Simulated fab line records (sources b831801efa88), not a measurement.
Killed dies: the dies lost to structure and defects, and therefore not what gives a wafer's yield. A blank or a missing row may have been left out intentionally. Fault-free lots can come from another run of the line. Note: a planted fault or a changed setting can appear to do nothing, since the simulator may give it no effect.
fab line records	flow gf180mcu
[record] lots = 5	wafers = 15	last-day = 34
route steps=602 shown TOP_METAL@570 PASSIVATION@587
lots that met no fault: taken from a fault-free run of the same line
start-h: the number of hours between the record's first day and the start of the first shown wafer of the lot	wait-h: time in hours since the lot's previous step	" the same as in the row above	L1.1+2: one row covering several wafers at once	- no value, or no start given	* or withheld: withheld	< > ~ a bound
route shown NAME@n: a module of which the file shows steps, and the number in the route of the first	usual: the fault-free wafers' mean and standard deviation	same: alike in all rows	chamber/n: place in a boat	sites: per-site readings	_std_site: the values' standard deviation	_edge_site: outer sites' mean less inner sites'	radius-mm: for every site, how far away it sits from the centre of the wafer	mask NAME#n: copy n	behind: the last tool/chamber to shape the wafer	hold: why the lot went on hold/how many hours it stayed there/how the hold came to an end	device: the transistor (n, p or np) that didn't switch	end of line: the tests these same wafers got at the end of their route	a step without rows: its recipe alone	killed: dies that structure and defects cost at the first sort, which is not the same as the wafer's yield	map: a wafer's dies, x killed, . not, _ none there
set.NAME: the setting that was run; set.NAME@STEP: the one run at that earlier step	model.NAME: the simulator's own value behind a step, which no gauge read
lots at selected steps of the route; one table per step, one row per wafer
services: the hour from which a tool's chamber was out of use, counted from the record's first day as start-h (under 0 if before that day), plus the number of hours and why
[[steps]]
[step GF_TOP_METAL_SPUTTER_03]
[recipe] material = Ti	target-thk-nm = 5	substrate-temp-c = 300	chamber-pressure-pa = 0.3	power-w = 3000	time-s = 3.3
[usual] throttle-valve-pct = 30.0/0.8
[same] time-s = 3.3
lot.wafer	tool	chamber	start-h	wait-h	throttle-valve-pct
L084.1	pvd-sputter-04	-	713.69	0.0	31.7
L084.2	"	-	"	"	30.2
L084.5	"	-	"	"	29.1
L087.2	pvd-sputter-03	-	728.88	0.0	29.3
L087.4	"	-	"	"	30.5
L087.5	"	-	"	"	29.7
L090.1	pvd-sputter-04	-	752.78	0.0	29.1
L090.3	"	-	"	"	30.6
L090.4	"	-	"	"	30.5
L093.1	pvd-sputter-04	-	772.93	0.0	30.0
L093.2	"	-	"	"	31.7
L093.6	"	-	"	"	30.3
L094.1	pvd-sputter-03	-	777.43	0.0	30.9
L094.2	"	-	"	"	29.1
L094.4	"	-	"	"	29.7
[step GF_TOP_METAL_SPUTTER_04]
[recipe] material = TiN	target-thk-nm = 25	power-w = 6500	time-s = 20.8	chamber-pressure-pa = 0.4
[usual] throttle-valve-pct = 30.0/0.81
[same] time-s = 20.8
lot.wafer	tool	chamber	start-h	wait-h	throttle-valve-pct
L084.1	pvd-sputter-04	-	713.71	0.0	31.8
L084.2	"	-	"	"	29.9
L084.5	"	-	"	"	29.4
L087.2	pvd-sputter-03	-	728.90	0.0	28.9
L087.4	"	-	"	"	30.4
L087.5	"	-	"	"	29.3
L090.1	pvd-sputter-04	-	752.80	0.0	29.4
L090.3	"	-	"	"	30.6
L090.4	"	-	"	"	30.5
L093.1	pvd-sputter-04	-	772.95	0.0	29.9
L093.2	"	-	"	"	31.8
L093.6	"	-	"	"	30.2
L094.1	pvd-sputter-03	-	777.45	0.0	30.7
L094.2	"	-	"	"	29.0
L094.4	"	-	"	"	29.7
[step GF_TOP_METAL_RS_MEAS_05]
[recipe] thk-meas-gauge = four-point-probe	reads = TiN_of_TOP_METAL_SPUTTER_04+Ti_of_TOP_METAL_SPUTTER_03+AlCu_of_TOP_METAL_SPUTTER_02+TiN_of_TOP_METAL_SPUTTER_01+Ti_of_TOP_METAL_SPUTTER_00
[usual] TOP_METAL_ALCU_RS = 0.0328/0.00034
lot.wafer	tool	chamber	start-h	wait-h	TOP_METAL_ALCU_RS[ohm/sq]
L084.1	film-metro-01	-	713.74	0.0	0.0322
L084.2	"	-	"	"	0.0328
L084.5	"	-	"	"	0.0329
L087.2	film-metro-02	-	728.95	0.0	0.0330
L087.4	"	-	"	"	0.0332
L087.5	"	-	"	"	0.0329
L090.1	film-metro-02	-	752.83	0.0	0.0329
L090.3	"	-	"	"	0.0326
L090.4	"	-	"	"	0.0329
L093.1	film-metro-02	-	772.98	0.0	0.0326
L093.2	"	-	"	"	0.0323
L093.6	"	-	"	"	0.0325
L094.1	film-metro-02	-	777.48	0.0	0.0325
L094.2	"	-	"	"	0.0327
L094.4	"	-	"	"	0.0323
[step GF_TOP_METAL_THK_MEAS_06]
[recipe] thk-meas-gauge = xrf	reads = AlCu_of_TOP_METAL_SPUTTER_02
[usual] TOP_METAL_ALCU_THK = 909/10
lot.wafer	tool	chamber	start-h	wait-h	TOP_METAL_ALCU_THK[nm]
L084.1	film-metro-01	-	713.86	0.1	920
L084.2	"	-	"	"	901
L084.5	"	-	"	"	902
L087.2	film-metro-02	-	729.06	0.1	904
L087.4	"	-	"	"	898
L087.5	"	-	"	"	907
L090.1	film-metro-02	-	752.95	0.1	909
L090.3	"	-	"	"	920
L090.4	"	-	"	"	911
L093.1	film-metro-02	-	773.10	0.1	916
L093.2	"	-	"	"	921
L093.6	"	-	"	"	921
L094.1	film-metro-02	-	777.60	0.1	919
L094.2	"	-	"	"	910
L094.4	"	-	"	"	923
[step GF_TOP_METAL_DEHYDRATE_07]
[recipe] temp-c = 200	time-s = 60
[same] time-s = 60
lot.wafer	tool	chamber	start-h	wait-h
L084.1+2+5	litho-track-03	0	722.11	8.2
L087.2+4+5	litho-track-02	0	737.20	8.1
L090.1+3+4	litho-track-03	0	760.66	7.7
L093.1+2+6	litho-track-03	0	780.26	7.1
L094.1+2+4	litho-track-01	0	784.67	7.1
[step GF_TOP_METAL_HMDS_08]
[recipe] prime-time-s = 60	prime-temp-c = 120
lot.wafer	tool	chamber	start-h	wait-h
L084.1+2+5	litho-track-03	0	722.26	0.1
L087.2+4+5	litho-track-02	0	737.35	0.1
L090.1+3+4	litho-track-03	0	760.81	0.1
L093.1+2+6	litho-track-03	0	780.41	0.1
L094.1+2+4	litho-track-01	0	784.82	0.1
[step GF_TOP_METAL_COAT_09]
[recipe] resist = NOVOLAK	spin-rpm = 3000	resist-thk-nm = 1500
lot.wafer	tool	chamber	start-h	wait-h
L084.1+2+5	litho-track-03	0	722.41	0.1
L087.2+4+5	litho-track-02	0	737.50	0.1
L090.1+3+4	litho-track-03	0	760.96	0.1
L093.1+2+6	litho-track-03	0	780.56	0.1
L094.1+2+4	litho-track-01	0	784.97	0.1
[step GF_TOP_METAL_SOFTBAKE_10]
[recipe] temp-c = 90	time-s = 60	resist = NOVOLAK
[same] time-s = 60
lot.wafer	tool	chamber	start-h	wait-h
L084.1+2+5	litho-track-03	0	722.56	0.1
L087.2+4+5	litho-track-02	0	737.65	0.1
L090.1+3+4	litho-track-03	0	761.11	0.1
L093.1+2+6	litho-track-03	0	780.71	0.1
L094.1+2+4	litho-track-01	0	785.12	0.1
[step GF_TOP_METAL_EXPOSE_11]
[recipe] mask-id = MetalTop	target-cd-nm = 440	na = 0.6	source-shape = conventional	sigma-outer = 0.6	dose-mj = 170
lot.wafer	tool	chamber	start-h	wait-h	mask
L084.1+2+5	iline-stepper-01	0	-	-	MetalTop#0
L087.2+4+5	iline-stepper-02	0	-	-	MetalTop#0
L090.1+3+4	iline-stepper-01	0	-	-	MetalTop#0
L093.1+2+6	iline-stepper-01	0	-	-	MetalTop#0
L094.1+2+4	iline-stepper-01	0	-	-	MetalTop#0
[step GF_TOP_METAL_PEB_12]
[recipe] temp-c = withheld	time-s = *	resist = NOVOLAK
[same] time-s = *
lot.wafer	tool	chamber	start-h	wait-h
L084.1+2+5	litho-track-02	0	-	-
L087.2+4+5	litho-track-01	0	-	-
L090.1+3+4	litho-track-03	0	-	-
L093.1+2+6	litho-track-01	0	-	-
L094.1+2+4	litho-track-03	0	-	-
[step GF_TOP_METAL_DEVELOP_13]
[recipe] develop-time-s = 60	dev-temp-c = 23
[usual] developer-temp-C = 23.00/0.099
lot.wafer	tool	chamber	start-h	wait-h	developer-temp-C
L084.1	litho-track-02	0	731.42	0.1	22.91
L084.2	"	0	"	"	23.12
L084.5	"	0	"	"	22.93
L087.2	litho-track-01	0	746.44	0.1	23.05
L087.4	"	0	"	"	22.80
L087.5	"	0	"	"	23.09
L090.1	litho-track-03	0	768.86	0.1	22.95
L090.3	"	0	"	"	23.00
L090.4	"	0	"	"	23.13
L093.1	litho-track-01	0	787.77	0.1	23.03
L093.2	"	0	"	"	22.79
L093.6	"	0	"	"	23.13
L094.1	litho-track-03	0	792.96	0.1	22.91
L094.2	"	0	"	"	22.93
L094.4	"	0	"	"	22.98
[step GF_TOP_METAL_CD_MEAS_14]
[recipe] target-cd-nm = 440
[usual] cd-nm = 440.6/2.2
lot.wafer	tool	chamber	start-h	wait-h	cd-nm
L084.1	cd-sem-02	-	731.57	0.1	442.8
L084.2	"	-	"	"	439.9
L084.5	"	-	"	"	438.3
L087.2	cd-sem-01	-	746.59	0.1	445.2
L087.4	"	-	"	"	445.0
L087.5	"	-	"	"	446.5
L090.1	cd-sem-01	-	769.01	0.1	437.6
L090.3	"	-	"	"	438.3
L090.4	"	-	"	"	441.3
L093.1	cd-sem-01	-	787.92	0.1	437.9
L093.2	"	-	"	"	438.8
L093.6	"	-	"	"	438.3
L094.1	cd-sem-02	-	793.11	0.1	438.0
L094.2	"	-	"	"	437.9
L094.4	"	-	"	"	439.9
[step GF_TOP_METAL_OVL_MEAS_15]
[usual] TOP_METAL_OVL = 1.1/1.8
lot.wafer	tool	chamber	start-h	wait-h	TOP_METAL_OVL[nm]
L084.1	overlay-01	-	731.69	0.1	4.1
L084.2	"	-	"	"	4.5
L084.5	"	-	"	"	2.5
L087.2	overlay-02	-	746.69	0.1	1.4
L087.4	"	-	"	"	0.3
L087.5	"	-	"	"	-0.2
L090.1	overlay-02	-	769.13	0.1	1.1
L090.3	"	-	"	"	2.1
L090.4	"	-	"	"	1.8
L093.1	overlay-02	-	788.04	0.1	1.6
L093.2	"	-	"	"	1.4
L093.6	"	-	"	"	2.1
L094.1	overlay-01	-	793.23	0.1	0.9
L094.2	"	-	"	"	-0.2
L094.4	"	-	"	"	0.2
[step GF_TOP_METAL_METAL_ETCH_16]
[recipe] chemistry = Cl2/BCl3	mask-material = NOVOLAK	target-depth-nm = 1197	stop-on = SiO2	pressure-mtorr = 8	icp-w = 800	bias-w = 140	Cl2_flow_sccm = 80	bcl3-flow-sccm = 40	time-s = 199.5
[usual] bcl3-flow-sccm = 40.00/0.11	drypump-motor-current-A = 5.64/0.25	oes-product-au = 0.986/0.0056	rf-fwd-power-W = 797.7/2	throttle-valve-pct = 28.236/0.011
[same] time-s = 199.5
lot.wafer	tool	chamber	start-h	wait-h	bcl3-flow-sccm	drypump-motor-current-A	oes-product-au	rf-fwd-power-W	rf-hours-counter-h	throttle-valve-pct
L084.1	rie-metal-04	1	731.73	0.0	40.09	6.09	0.984	797.1	3	28.229
L084.2	"	0	"	"	39.87	5.51	0.986	794.6	16	28.232
L084.5	"	1	"	"	40.07	6.09	0.992	799.0	-	28.221
L087.2	rie-metal-02	1	746.72	0.0	39.95	5.43	0.985	798.7	7	28.232
L087.4	"	1	"	"	40.02	5.47	0.993	797.4	-	28.236
L087.5	"	0	"	"	40.00	5.48	0.982	796.0	-	28.229
L090.1	rie-metal-02	1	769.16	0.0	39.96	5.41	0.989	800.6	9	28.251
L090.3	"	1	"	"	39.77	5.42	0.988	800.7	-	28.245
L090.4	"	1	"	"	39.77	5.42	0.988	797.6	-	28.245
L093.1	rie-metal-02	1	788.07	0.0	39.98	5.43	0.991	797.7	10	28.237
L093.2	"	0	"	"	40.13	5.46	0.990	797.9	0	28.211
L093.6	"	0	"	"	39.96	5.46	0.996	801.6	-	28.229
L094.1	rie-metal-02	1	793.26	0.0	40.07	5.42	0.980	798.2	11	28.234
L094.2	"	0	"	"	39.86	5.47	0.991	792.9	1	28.231
L094.4	"	1	"	"	40.08	5.43	0.988	798.5	-	28.255
[step GF_TOP_METAL_STRIP_17]
[recipe] chemistry = O2/N2	power-w = 1400	pressure-mtorr = 1500	platen-temp-c = 250	o2-flow-sccm = 3000	n2-flow-sccm = 300	overash-fraction = 0.5
[usual] drypump-motor-current-A = 5.7/0.44	heater-power-w = 332/26	oes-product-au = 0.710/0.0044	platen-temp-c = 249.99/0.19	strip-time-to-endpoint-s = 12.99/0.098
lot.wafer	tool	chamber	start-h	wait-h	drypump-motor-current-A	heater-power-w	oes-product-au	platen-temp-c	rf-hours-counter-h	strip-time-to-endpoint-s
L084.1	plasma-asher-02	1	731.92	0.1	5.7	303	0.704	249.88	96	13.03
L084.2	"	0	"	"	6.3	318	0.715	250.33	96	12.95
L084.5	"	1	"	"	5.7	294	0.713	249.84	-	12.95
L087.2	plasma-asher-03	0	746.91	0.1	5.3	340	0.709	250.09	34	12.86
L087.4	"	0	"	"	5.3	336	0.703	250.19	-	12.87
L087.5	"	1	"	"	5.4	319	0.707	250.08	-	12.90
L090.1	plasma-asher-04	0	769.55	0.3	5.6	328	0.707	249.63	68	12.95
L090.3	"	0	"	"	5.6	319	0.714	249.67	-	13.00
L090.4	"	1	"	"	6.5	378	0.716	249.95	-	13.08
L093.1	plasma-asher-03	1	788.26	0.1	5.4	325	0.709	249.72	39	13.00
L093.2	"	0	"	"	5.3	342	0.712	250.19	39	12.82
L093.6	"	1	"	"	5.4	321	0.712	249.74	-	12.85
L094.1	plasma-asher-04	1	793.45	0.1	6.5	382	0.706	250.10	70	13.08
L094.2	"	0	"	"	5.6	313	0.708	250.23	70	12.98
L094.4	"	1	"	"	6.5	375	0.708	249.80	-	12.99
[step GF_TOP_METAL_STRIP_18]
[recipe] chemistry = post-etch-residue-remover	time-s = 1200	temp-c = 72.5
[same] time-s = 1200
lot.wafer	tool	chamber	start-h	wait-h
L084.1+2+5	wet-bench-02	2	732.02	0.1
L087.2+4+5	wet-bench-01	2	747.01	0.1
L090.1+3+4	wet-bench-02	2	769.65	0.1
L093.1+2+6	wet-bench-03	1	788.36	0.1
L094.1+2+4	wet-bench-03	1	793.55	0.1
[step GF_TOP_METAL_CLEAN_19]
[recipe] chemistry = DIW	dry = n2-spin
lot.wafer	tool	chamber	start-h	wait-h
L084.1+2+5	wet-bench-02	2	732.36	0.0
L087.2+4+5	wet-bench-01	3	747.36	0.0
L090.1+3+4	wet-bench-01	3	769.99	0.0
L093.1+2+6	wet-bench-03	2	788.74	0.0
L094.1+2+4	wet-bench-01	0	793.93	0.0
[step GF_PASSIVATION_CVD_00]
[recipe] material = SiO2	target-thk-nm = 1000	precursor = TEOS	temp-c = 400	time-s = 111.95	rf-w = 600
[usual] heater-power-w = 705/86	rf-fwd-power-W = 596.7/2.1
[same] time-s = 111.95
lot.wafer	tool	chamber	start-h	wait-h	heater-power-w	rf-fwd-power-W
L084.1	pecvd-03	2	732.45	0.0	594	597.8
L084.2	"	1	"	"	657	597.4
L084.5	"	2	"	"	662	595.6
L087.2	pecvd-03	1	747.45	0.0	722	599.8
L087.4	"	0	"	"	715	598.9
L087.5	"	2	"	"	692	597.7
L090.1	pecvd-02	1	770.08	0.0	786	597.4
L090.3	"	2	"	"	644	595.3
L090.4	"	1	"	"	864	596.7
L093.1	pecvd-03	2	788.84	0.0	670	598.8
L093.2	"	0	"	"	707	597.5
L093.6	"	1	"	"	601	596.8
L094.1	pecvd-03	1	794.03	0.0	759	598.2
L094.2	"	0	"	"	625	599.5
L094.4	"	2	"	"	658	596.3
[step GF_PASSIVATION_THK_MEAS_01]
[recipe] reads = SiO2_of_PASSIVATION_CVD_00
[usual] PASSIVATION_CVD_00_THK = 1003/14
lot.wafer	tool	chamber	start-h	wait-h	PASSIVATION_CVD_00_THK[nm]
L084.1	film-metro-04	-	732.53	0.0	993
L084.2	"	-	"	"	987
L084.5	"	-	"	"	1015
L087.2	film-metro-03	-	747.54	0.0	982
L087.4	"	-	"	"	1008
L087.5	"	-	"	"	1009
L090.1	film-metro-01	-	770.16	0.0	981
L090.3	"	-	"	"	988
L090.4	"	-	"	"	1001
L093.1	film-metro-01	-	788.92	0.0	992
L093.2	"	-	"	"	1000
L093.6	"	-	"	"	1007
L094.1	film-metro-04	-	794.11	0.0	966
L094.2	"	-	"	"	987
L094.4	"	-	"	"	993
[step GF_PASSIVATION_CVD_02]
[recipe] material = Si3N4	target-thk-nm = 700	time-s = 486.18	temp-c = 400	rf-w = 450
[usual] heater-power-w = 756/88	rf-fwd-power-W = 449.6/1.1
[same] time-s = 486.18
lot.wafer	tool	chamber	start-h	wait-h	heater-power-w	rf-fwd-power-W
L084.1	pecvd-02	2	732.59	0.1	772	452.2
L084.2	"	1	"	"	784	448.3
L084.5	"	2	"	"	805	450.4
L087.2	pecvd-02	2	747.59	0.0	702	448.6
L087.4	"	0	"	"	821	447.7
L087.5	"	1	"	"	943	451.4
L090.1	pecvd-03	0	770.22	0.1	722	450.7
L090.3	"	2	"	"	729	447.3
L090.4	"	0	"	"	743	450.1
L093.1	pecvd-01	2	788.98	0.1	794	448.9
L093.2	"	1	"	"	646	448.6
L093.6	"	1	"	"	670	451.0
L094.1	pecvd-02	1	794.17	0.1	833	449.5
L094.2	"	2	"	"	866	449.4
L094.4	"	0	"	"	824	450.1
[step GF_PASSIVATION_THK_MEAS_03]
[recipe] reads = Si3N4_of_PASSIVATION_CVD_02
[usual] PASSIVATION_CVD_02_THK = 699/8.2
lot.wafer	tool	chamber	start-h	wait-h	PASSIVATION_CVD_02_THK[nm]
L084.1	film-metro-01	-	732.88	0.1	683
L084.2	"	-	"	"	693
L084.5	"	-	"	"	698
L087.2	film-metro-03	-	747.88	0.2	700
L087.4	"	-	"	"	701
L087.5	"	-	"	"	712
L090.1	film-metro-01	-	770.51	0.1	701
L090.3	"	-	"	"	708
L090.4	"	-	"	"	708
L093.1	film-metro-04	-	789.26	0.1	690
L093.2	"	-	"	"	693
L093.6	"	-	"	"	703
L094.1	film-metro-01	-	794.45	0.1	695
L094.2	"	-	"	"	694
L094.4	"	-	"	"	699
[step GF_PASSIVATION_DEHYDRATE_04]
[recipe] temp-c = 200	time-s = 60
[same] time-s = 60
lot.wafer	tool	chamber	start-h	wait-h
L084.1+2+5	litho-track-04	0	740.63	7.7
L087.2+4+5	litho-track-01	0	755.69	7.8
L090.1+3+4	litho-track-01	0	777.77	7.3
L093.1+2+6	litho-track-01	0	796.32	7.0
L094.1+2+4	litho-track-04	0	801.63	7.2
[step GF_PASSIVATION_HMDS_05]
[recipe] prime-time-s = 60	prime-temp-c = 120
lot.wafer	tool	chamber	start-h	wait-h
L084.1+2+5	litho-track-04	0	740.78	0.1
L087.2+4+5	litho-track-01	0	755.84	0.1
L090.1+3+4	litho-track-01	0	777.92	0.1
L093.1+2+6	litho-track-01	0	796.47	0.1
L094.1+2+4	litho-track-04	0	801.78	0.1
[step GF_PASSIVATION_COAT_06]
[recipe] spin-rpm = 2000	resist-thk-nm = 4000
lot.wafer	tool	chamber	start-h	wait-h
L084.1+2+5	litho-track-04	0	740.93	0.1
L087.2+4+5	litho-track-01	0	755.99	0.1
L090.1+3+4	litho-track-01	0	778.07	0.1
L093.1+2+6	litho-track-01	0	796.62	0.1
L094.1+2+4	litho-track-04	0	801.93	0.1
[step GF_PASSIVATION_SOFTBAKE_07]
[recipe] temp-c = 110	time-s = withheld
lot.wafer	tool	chamber	start-h	wait-h
L084.1+2+5	litho-track-04	0	741.08	0.1
L087.2+4+5	litho-track-01	0	756.15	0.1
L090.1+3+4	litho-track-01	0	778.22	0.1
L093.1+2+6	litho-track-01	0	796.77	0.1
L094.1+2+4	litho-track-04	0	802.08	0.1
[step GF_PASSIVATION_EXPOSE_08]
[recipe] mask-id = Pad	target-cd-nm = 40000	na = 0.57	dose-mj = 310
lot.wafer	tool	chamber	start-h	wait-h	mask
L084.1+2+5	iline-stepper-01	0	-	-	Pad#0
L087.2+4+5	iline-stepper-01	0	-	-	Pad#0
L090.1+3+4	iline-stepper-01	0	-	-	Pad#0
L093.1+2+6	iline-stepper-01	0	-	-	Pad#0
L094.1+2+4	iline-stepper-02	0	-	-	Pad#0
[step GF_PASSIVATION_PEB_09]
[recipe] temp-c = 115	time-s = withheld
lot.wafer	tool	chamber	start-h	wait-h
L084.1+2+5	litho-track-04	0	-	-
L087.2+4+5	litho-track-03	0	-	-
L090.1+3+4	litho-track-01	0	-	-
L093.1+2+6	litho-track-04	0	-	-
L094.1+2+4	litho-track-03	0	-	-
[step GF_PASSIVATION_DEVELOP_10]
[recipe] develop-time-s = 60	dev-temp-c = 23
[usual] developer-temp-C = 23.00/0.1
lot.wafer	tool	chamber	start-h	wait-h	developer-temp-C
L084.1	litho-track-04	0	-	-	23.12
L084.2	"	0	"	"	23.13
L084.5	"	0	"	"	23.17
L087.2	litho-track-03	0	-	-	22.98
L087.4	"	0	"	"	23.09
L087.5	"	0	"	"	23.10
L090.1	litho-track-01	0	-	-	22.85
L090.3	"	0	"	"	22.76
L090.4	"	0	"	"	22.83
L093.1	litho-track-04	0	-	-	23.00
L093.2	"	0	"	"	22.93
L093.6	"	0	"	"	23.06
L094.1	litho-track-03	0	-	-	22.89
L094.2	"	0	"	"	23.02
L094.4	"	0	"	"	22.81
[step GF_PASSIVATION_ETCH_11]
[recipe] chemistry = CF4/O2	target-depth-nm = 2040	stop-on = TiN	source-w = 800	bias-w = 150	pressure-mtorr = 150	cf4-flow-sccm = 80	O2_flow_sccm = 10	time-s = 453.3
[usual] drypump-motor-current-A = 5.7/0.32	oes-product-au = 0.990/0.0065	rf-fwd-power-W = 798.6/2.5	throttle-valve-pct = 5.966/0.0085
[same] time-s = 453.3
lot.wafer	tool	chamber	start-h	wait-h	drypump-motor-current-A	oes-product-au	rf-fwd-power-W	rf-hours-counter-h	throttle-valve-pct
L084.1	rie-diel-03	3	749.93	-	5.1	0.996	794.8	18	5.959
L084.2	"	2	"	"	5.8	0.991	797.8	28	5.964
L084.5	"	1	"	"	5.5	0.984	796.9	-	5.965
L087.2	rie-diel-01	2	763.81	-	5.6	0.987	799.5	8	5.969
L087.4	"	3	"	"	5.3	0.991	796.9	20	5.960
L087.5	"	1	"	"	6.0	0.983	801.5	-	5.977
L090.1	rie-diel-01	1	786.37	-	6.1	0.992	802.5	48	5.964
L090.3	"	0	"	"	6.1	0.999	793.5	36	5.971
L090.4	"	2	"	"	5.6	0.984	800.7	10	5.972
L093.1	rie-diel-01	3	804.28	-	5.3	0.980	800.2	23	5.957
L093.2	"	2	"	"	5.6	0.990	797.2	11	5.970
L093.6	"	0	"	"	6.1	0.999	794.0	-	5.970
L094.1	rie-diel-03	2	809.61	-	5.8	0.988	794.8	30	5.965
L094.2	"	1	"	"	5.5	0.992	800.0	11	5.966
L094.4	"	3	"	"	5.1	0.989	801.5	20	5.965
[step GF_PASSIVATION_STRIP_12]
[recipe] chemistry = O2/N2	power-w = 1400	pressure-mtorr = 1500	platen-temp-c = 250	o2-flow-sccm = 3000	n2-flow-sccm = 300	overash-fraction = 0.5
[usual] drypump-motor-current-A = 5.7/0.48	heater-power-w = 345/23	oes-product-au = 0.718/0.0046	platen-temp-c = 249.97/0.17	strip-time-to-endpoint-s = 33.09/0.26
lot.wafer	tool	chamber	start-h	wait-h	drypump-motor-current-A	heater-power-w	oes-product-au	platen-temp-c	rf-hours-counter-h	strip-time-to-endpoint-s
L084.1	plasma-asher-04	1	750.20	0.1	6.5	391	0.725	249.87	66	33.06
L084.2	"	0	"	"	5.6	322	0.725	249.73	66	33.26
L084.5	"	0	"	"	5.6	319	0.725	250.00	-	33.19
L087.2	plasma-asher-01	1	764.08	0.1	6.3	369	0.726	249.85	2	33.29
L087.4	"	1	"	"	6.3	358	0.720	250.13	-	33.01
L087.5	"	1	"	"	6.3	366	0.724	249.97	-	33.47
L090.1	plasma-asher-03	0	786.64	0.1	5.3	342	0.713	250.09	38	33.29
L090.3	"	0	"	"	5.3	337	0.718	250.01	-	32.70
L090.4	"	1	"	"	5.4	318	0.715	249.94	-	33.21
L093.1	plasma-asher-01	1	804.55	0.1	6.3	361	0.715	250.29	6	33.06
L093.2	"	0	"	"	5.3	357	0.720	249.79	6	33.17
L093.6	"	1	"	"	6.3	363	0.714	250.06	-	32.72
L094.1	plasma-asher-01	0	809.88	0.1	5.2	355	0.725	250.08	7	33.11
L094.2	"	1	"	"	6.3	367	0.720	249.74	7	33.00
L094.4	"	1	"	"	6.3	362	0.716	249.68	-	33.19
[step GF_PASSIVATION_ANNEAL_13]
[recipe] temp-c = 400	time-s = 1800	ambient = N2/H2	idle-temp-c = 300	ramp-up-c-per-min = 10	ramp-down-c-per-min = 3
[usual] spike-tc-lower-C = 401.3/1	zone-power-centre-pct = 4.42/0.058
[same] time-s = 1800
lot.wafer	tool	chamber	start-h	wait-h	spike-tc-lower-C	zone-power-centre-pct
L084.1	furnace-02	0	750.30	0.1	399.6	4.35
L084.2	"	0	"	"	400.6	4.35
L084.5	"	0	"	"	399.7	4.36
L087.2	furnace-01	0	764.18	0.1	400.2	4.53
L087.4	"	0	"	"	401.6	4.50
L087.5	"	0	"	"	402.3	4.48
L090.1	furnace-01	0	786.74	0.1	402.1	4.56
L090.3	"	0	"	"	402.9	4.44
L090.4	"	0	"	"	401.2	4.43
L093.1	furnace-02	0	804.65	0.1	400.7	4.35
L093.2	"	0	"	"	400.3	4.38
L093.6	"	0	"	"	401.5	4.48
L094.1	furnace-01	0	809.98	0.1	402.9	4.46
L094.2	"	0	"	"	402.0	4.41
L094.4	"	0	"	"	402.1	4.47
[step GF_PASSIVATION_BOW_MEAS_14]
[recipe] mode = bow
[usual] PASSIVATION_BOW = 137/12
lot.wafer	tool	chamber	start-h	wait-h	PASSIVATION_BOW[um]
L084.1	film-metro-01	-	751.80	0.0	134
L084.2	"	-	"	"	131
L084.5	"	-	"	"	139
L087.2	film-metro-03	-	765.70	0.0	140
L087.4	"	-	"	"	145
L087.5	"	-	"	"	128
L090.1	film-metro-01	-	788.24	0.0	106
L090.3	"	-	"	"	110
L090.4	"	-	"	"	116
L093.1	film-metro-03	-	806.15	0.0	143
L093.2	"	-	"	"	154
L093.6	"	-	"	"	145
L094.1	film-metro-04	-	811.48	0.0	127
L094.2	"	-	"	"	129
L094.4	"	-	"	"	131
[[services]]
tool	chamber	start-h	hours	kind
pecvd-03	-	694.05	2.1	repair
iline-stepper-01	-	699.59	5.4	repair
pecvd-01	-	701.88	6.0	pm
pvd-sputter-04	-	704.59	8.6	repair
pecvd-02	0	705.78	9.4	repair
iline-stepper-01	0	713.41	-	calibration
pecvd-01	2	720.52	18.7	repair
wet-bench-03	-	732.26	2.3	repair
plasma-asher-04	-	733.04	3.6	repair
plasma-asher-01	-	733.75	9.0	pm
pecvd-02	2	739.12	6.4	repair
pvd-sputter-04	2	751.40	-	consumable-replace:kit
pvd-sputter-04	2	751.40	18.0	scheduled-down
pecvd-03	0	752.30	5.8	repair
plasma-asher-04	-	758.91	0.8	repair
rie-diel-03	-	770.56	28.1	pm
rie-metal-04	-	772.95	0.3	repair
plasma-asher-04	-	777.05	2.0	repair
furnace-02	-	784.64	3.2	pm
furnace-01	-	788.31	3.3	pm
pecvd-03	-	799.38	14.0	pm
rie-diel-01	-	801.39	2.2	repair
furnace-01	-	805.31	3.4	pm
plasma-asher-04	-	809.61	1.8	repair
[[key]]
fault none
